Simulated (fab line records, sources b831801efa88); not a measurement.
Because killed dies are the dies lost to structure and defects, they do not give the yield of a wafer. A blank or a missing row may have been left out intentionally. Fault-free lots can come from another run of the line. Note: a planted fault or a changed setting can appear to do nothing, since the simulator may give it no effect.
Chamber matching || flow sky130 || SKY_CONTACT_ETCH_17 on rieDiel-03 has 4 sister chambers
The step etches SiO2 in C4F8/O2/Ar, stops on Si3N4, target depth 340 nm. 4 wafers are shown with their chamber, then 11 later ones without.

WAFERS PAIRED WITH THEIR CHAMBERS
{"wafer": "L090.1", "chamber": 2, "oesProductAu (a.u.)": 0.883}
{"wafer": "L090.2", "chamber": 0, "oesProductAu (a.u.)": 0.890}
{"wafer": "L090.4", "chamber": 3, "oesProductAu (a.u.)": 0.884}
{"wafer": "L092.1", "chamber": 1, "oesProductAu (a.u.)": 0.896}

WAFERS WITH NO CHAMBER GIVEN
{"wafer": "L092.2", "oesProductAu (a.u.)": 0.893}
{"wafer": "L092.6", "oesProductAu (a.u.)": 0.886}
{"wafer": "L093.3", "oesProductAu (a.u.)": 0.894}
{"wafer": "L093.4", "oesProductAu (a.u.)": 0.890}
{"wafer": "L093.5", "oesProductAu (a.u.)": 0.890}
{"wafer": "L095.1", "oesProductAu (a.u.)": 0.892}
{"wafer": "L095.2", "oesProductAu (a.u.)": 0.884}
{"wafer": "L095.5", "oesProductAu (a.u.)": 0.896}
{"wafer": "L097.1", "oesProductAu (a.u.)": 0.891}
{"wafer": "L097.2", "oesProductAu (a.u.)": 0.889}
{"wafer": "L097.6", "oesProductAu (a.u.)": 0.896}

CHAMBER TAKEN BY EACH
{"wafer": "L092.2", "from the rows above": "can't be placed: 0 or 1", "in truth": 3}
{"wafer": "L092.6", "from the rows above": "can't be placed: 3 or 2 or 0", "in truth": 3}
{"wafer": "L093.3", "from the rows above": "can't be placed: 1 or 0", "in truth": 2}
{"wafer": "L093.4", "from the rows above": 0, "in truth": 0}
{"wafer": "L093.5", "from the rows above": 0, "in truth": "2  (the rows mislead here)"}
{"wafer": "L095.1", "from the rows above": "can't be placed: 0 or 1", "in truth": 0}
{"wafer": "L095.2", "from the rows above": "can't be placed: 3 or 2", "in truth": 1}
{"wafer": "L095.5", "from the rows above": 1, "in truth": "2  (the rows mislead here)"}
{"wafer": "L097.1", "from the rows above": 0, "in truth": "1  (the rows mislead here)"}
{"wafer": "L097.2", "from the rows above": 0, "in truth": 0}
{"wafer": "L097.6", "from the rows above": 1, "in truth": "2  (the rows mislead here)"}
2 of 11 placed correctly. Not placeable from these rows: 5 (in 2, the candidates include the true chamber). 4 placed wrongly.
How it was worked out, from the rows above alone: a wafer's distance from a chamber is the root of the sum, over the readings, of the square of ((its reading less the chamber's mean) divided by the reading's scatter). The wafer belongs to the nearest chamber; if the next one is less than 2 further off, it can't be placed. For every chamber, the mean is computed from those of its wafers that are shown. The scatter: root of mean squared gap, hidden wafer to nearest shown wafer, with one shown wafer a chamber.
